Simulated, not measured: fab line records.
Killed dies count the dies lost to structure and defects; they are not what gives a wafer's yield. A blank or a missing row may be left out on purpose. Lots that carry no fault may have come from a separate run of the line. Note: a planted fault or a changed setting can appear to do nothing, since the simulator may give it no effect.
The tool behind it: which one? / flow sky130 / 36 wafers from 12 lots sampled at 4 of the route's 708 steps

## WHAT THE GAUGES READ, wafer by wafer
SKY_LDD_P_TW_MEAS_11. Usual: LDD_P_TW typically reads 635, with standard deviation 12.
lot=L243; measured=day 18 13:20; on=film metro-01; LDD_P_TW=625 626 619; flag=
lot=L244; measured=day 19 01:46; on=film metro-01; LDD_P_TW=626 626 624; flag=
lot=L245; measured=day 19 16:38; on=film metro-02; LDD_P_TW=625 629 625; flag=
lot=L247; measured=day 20 12:40; on=film metro-02; LDD_P_TW=627 628 628; flag=
lot=L250; measured=day 21 16:21; on=film metro-04; LDD_P_TW=648 647 647; flag=
lot=L251; measured=day 21 18:19; on=film metro-04; LDD_P_TW=646 645 649; flag=
lot=L252; measured=day 22 01:25; on=film metro-04; LDD_P_TW=649 651 650; flag=
lot=L256; measured=day 23 15:05; on=film metro-04; LDD_P_TW=651 650 651; flag=
lot=L259; measured=day 25 01:52; on=film metro-04; LDD_P_TW=646 653 652; flag=
lot=L260; measured=day 25 05:10; on=film metro-02; LDD_P_TW=714 716 716; flag=OFF
lot=L261; measured=day 25 07:43; on=film metro-04; LDD_P_TW=741 748 745; flag=OFF
lot=L266; measured=day 27 08:38; on=film metro-01; LDD_P_TW=625 628 623; flag=

SKY_VIA3_CD_MEAS_12: the cd target is 200 nm. Usual: cd nm at 199.7 nm, with a standard deviation of 1.3.
lot=L243; measured=day 39 03:40; on=cd sem-02; cd nm (nm)=200.1 201.2 200.6; flag=
lot=L244; measured=day 39 15:53; on=cd sem-02; cd nm (nm)=199.1 199.0 199.2; flag=
lot=L245; measured=day 40 02:51; on=cd sem-02; cd nm (nm)=200.7 200.9 201.6; flag=
lot=L247; measured=day 40 19:55; on=cd sem-02; cd nm (nm)=196.5 197.5 197.5; flag=
lot=L250; measured=day 41 16:08; on=cd sem-02; cd nm (nm)=200.9 200.9 201.0; flag=
lot=L251; measured=day 41 17:43; on=cd sem-02; cd nm (nm)=199.4 199.4 199.5; flag=
lot=L252; measured=day 41 23:05; on=cd sem-01; cd nm (nm)=199.2 200.6 200.9; flag=
lot=L256; measured=day 43 03:19; on=cd sem-01; cd nm (nm)=200.1 201.4 201.2; flag=
lot=L259; measured=day 44 07:16; on=cd sem-02; cd nm (nm)=199.5 200.4 200.3; flag=
lot=L260; measured=day 44 09:52; on=cd sem-01; cd nm (nm)=200.3 200.2 199.3; flag=
lot=L261; measured=day 44 12:04; on=cd sem-01; cd nm (nm)=197.7 197.9 198.9; flag=
lot=L266; measured=day 46 00:20; on=cd sem-01; cd nm (nm)=200.2 198.9 200.9; flag=

## WHAT TOOL EACH LOT RAN ON (gives the tool, then ch and the chambers of the sampled wafers, and finally the start)
lot=L243; SKY_LDD_P_IMPLANT_09=implanter-03 ch 0, day 18 13:05; SKY_VIA2_STRIP_16=plasma asher-04 ch 0,1, day 35 20:29
lot=L244; SKY_LDD_P_IMPLANT_09=implanter-02 ch 0, day 19 01:31; SKY_VIA2_STRIP_16=plasma asher-03 ch 0, day 36 07:57
lot=L245; SKY_LDD_P_IMPLANT_09=implanter-02 ch 0, day 19 16:25; SKY_VIA2_STRIP_16=plasma asher-03 ch 0,1, day 36 20:23
lot=L247; SKY_LDD_P_IMPLANT_09=implanter-02 ch 0, day 20 12:26; SKY_VIA2_STRIP_16=plasma asher-02 ch 0,1, day 37 11:56
lot=L250; SKY_LDD_P_IMPLANT_09=implanter-04 ch 0, day 21 16:06; SKY_VIA2_STRIP_16=plasma asher-03 ch 0,1, day 38 11:39
lot=L251; SKY_LDD_P_IMPLANT_09=implanter-04 ch 0, day 21 18:04; SKY_VIA2_STRIP_16=plasma asher-02 ch 0,1, day 38 13:35
lot=L252; SKY_LDD_P_IMPLANT_09=implanter-02 ch 0, day 22 01:10; SKY_VIA2_STRIP_16=plasma asher-02 ch 0,1, day 38 16:54
lot=L256; SKY_LDD_P_IMPLANT_09=implanter-02 ch 0, day 23 14:52; SKY_VIA2_STRIP_16=plasma asher-04 ch 0,1, day 39 23:20
lot=L259; SKY_LDD_P_IMPLANT_09=implanter-03 ch 0, day 25 01:37; SKY_VIA2_STRIP_16=plasma asher-02 ch 0,1, day 41 06:03
lot=L260; SKY_LDD_P_IMPLANT_09=implanter-04 ch 0, day 25 04:55; SKY_VIA2_STRIP_16=plasma asher-03 ch 0,1, day 41 08:03
lot=L261; SKY_LDD_P_IMPLANT_09=implanter-04 ch 0, day 25 07:28; SKY_VIA2_STRIP_16=plasma asher-03 ch 0,1, day 41 11:18
lot=L266; SKY_LDD_P_IMPLANT_09=implanter-02 ch 0, day 27 08:23; SKY_VIA2_STRIP_16=plasma asher-02 ch 0,1, day 43 02:33
- SKY_LDD_P_IMPLANT_09
- SKY_VIA2_STRIP_16: strips in O2/N2.

## WHAT THE TOOLS THEMSELVES READ (means of the sampled wafers that have a number; where no wafer has one, the mark that the record gives instead)
SKY_LDD_P_IMPLANT_09. Usual: dose ions cm2 1e+13, standard deviation 9.9e+09; end station pressure torr 5.05e-06 Torr, standard deviation 2.4e-07; faraday current uA 56.3, standard deviation 1.1.
lot=L243; tool=implanter-03; dose ions cm2=1e+13; end station pressure torr (Torr)=4.91e-06; faraday current uA=56.0; flag=
lot=L244; tool=implanter-02; dose ions cm2=1e+13; end station pressure torr (Torr)=5.04e-06; faraday current uA=56.6; flag=
lot=L245; tool=implanter-02; dose ions cm2=1e+13; end station pressure torr (Torr)=5.20e-06; faraday current uA=57.3; flag=
lot=L247; tool=implanter-02; dose ions cm2=1e+13; end station pressure torr (Torr)=5.05e-06; faraday current uA=56.5; flag=
lot=L250; tool=implanter-04; dose ions cm2=1e+13; end station pressure torr (Torr)=4.86e-06; faraday current uA=56.2; flag=
lot=L251; tool=implanter-04; dose ions cm2=1e+13; end station pressure torr (Torr)=5.21e-06; faraday current uA=55.2; flag=
lot=L252; tool=implanter-02; dose ions cm2=1e+13; end station pressure torr (Torr)=5.07e-06; faraday current uA=56.4; flag=
lot=L256; tool=implanter-02; dose ions cm2=1e+13; end station pressure torr (Torr)=5.10e-06; faraday current uA=56.4; flag=
lot=L259; tool=implanter-03; dose ions cm2=1e+13; end station pressure torr (Torr)=5.26e-06; faraday current uA=57.1; flag=
lot=L260; tool=implanter-04; dose ions cm2=2e+13; end station pressure torr (Torr)=5.07e-06; faraday current uA=86.7; flag=OFF
lot=L261; tool=implanter-04; dose ions cm2=2e+13; end station pressure torr (Torr)=4.94e-06; faraday current uA=87.3; flag=OFF
lot=L266; tool=implanter-02; dose ions cm2=1e+13; end station pressure torr (Torr)=5.14e-06; faraday current uA=55.9; flag=

SKY_VIA2_STRIP_16. Usual: drypump motor current A 5.57 A, standard deviation 0.28; oes product au 0.398 a.u., standard deviation 0.0049; strip time to endpoint s 4.035 s, standard deviation 0.029.
lot=L243; tool=plasma asher-04; drypump motor current A (A)=5.05; oes product au (a.u.)=0.402; strip time to endpoint s (s)=4.075; flag=
lot=L244; tool=plasma asher-03; drypump motor current A (A)=5.52; oes product au (a.u.)=0.394; strip time to endpoint s (s)=4.008; flag=
lot=L245; tool=plasma asher-03; drypump motor current A (A)=5.66; oes product au (a.u.)=0.396; strip time to endpoint s (s)=4.052; flag=
lot=L247; tool=plasma asher-02; drypump motor current A (A)=5.65; oes product au (a.u.)=0.396; strip time to endpoint s (s)=4.030; flag=
lot=L250; tool=plasma asher-03; drypump motor current A (A)=5.77; oes product au (a.u.)=0.400; strip time to endpoint s (s)=4.062; flag=
lot=L251; tool=plasma asher-02; drypump motor current A (A)=5.66; oes product au (a.u.)=0.397; strip time to endpoint s (s)=4.007; flag=
lot=L252; tool=plasma asher-02; drypump motor current A (A)=5.66; oes product au (a.u.)=0.400; strip time to endpoint s (s)=4.023; flag=
lot=L256; tool=plasma asher-04; drypump motor current A (A)=5.07; oes product au (a.u.)=0.397; strip time to endpoint s (s)=4.029; flag=
lot=L259; tool=plasma asher-02; drypump motor current A (A)=5.63; oes product au (a.u.)=0.395; strip time to endpoint s (s)=4.039; flag=
lot=L260; tool=plasma asher-03; drypump motor current A (A)=5.78; oes product au (a.u.)=0.398; strip time to endpoint s (s)=4.047; flag=
lot=L261; tool=plasma asher-03; drypump motor current A (A)=5.79; oes product au (a.u.)=0.399; strip time to endpoint s (s)=4.040; flag=
lot=L266; tool=plasma asher-02; drypump motor current A (A)=5.62; oes product au (a.u.)=0.395; strip time to endpoint s (s)=4.060; flag=

## THE ANSWER, worked out from the rows above alone
Rule: take the mean of a lot's wafers that have a number; if it is more than 3 standard deviations from the usual mean, the lot is off. A lot without any number at a reading at which 4 lots or more have one is off too. The other lots that the step has rows for count as sound. First the gauges in route order, then the tools' own readings, where a lot's mean is used as printed above. At the first step where some lot is off, the reading lying furthest off is the one used; lots without a number count as furthest.
Off: L260, L261, at SKY_LDD_P_TW_MEAS_11 (LDD_P_TW).
If a tool, at a process step before that reading, ran all the lots that are off and no sound lot after the first of them, it fits. The gauges at SKY_LDD_P_TW_MEAS_11 aren't tried: what is off there is off at SKY_LDD_P_IMPLANT_09 too, on other tools, and a gauge's error can't cause that. One fits: SKY_LDD_P_IMPLANT_09 on implanter-04. Its last sound lot is L251 (day 21 18:04), its first lot that is off L260 (day 25 04:55): a fault that began between those two fits.
The tool's own readings at SKY_LDD_P_IMPLANT_09 bear it out: on the lots that are off they differ by more than 5 times the standard deviation of the sound lots' means. dose ions cm2 reads 2e+13 there against 1e+13 on the sound lots; faraday current uA reads 87.0 there against 56.4 on the sound lots.

## WHAT WAS PUT IN BY THE SIMULATOR
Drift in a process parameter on implanter-04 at SKY_LDD_P_IMPLANT_09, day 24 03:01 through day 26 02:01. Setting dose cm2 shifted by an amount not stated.
Lots struck among those shown: L260, L261. Same finding as the rule above.
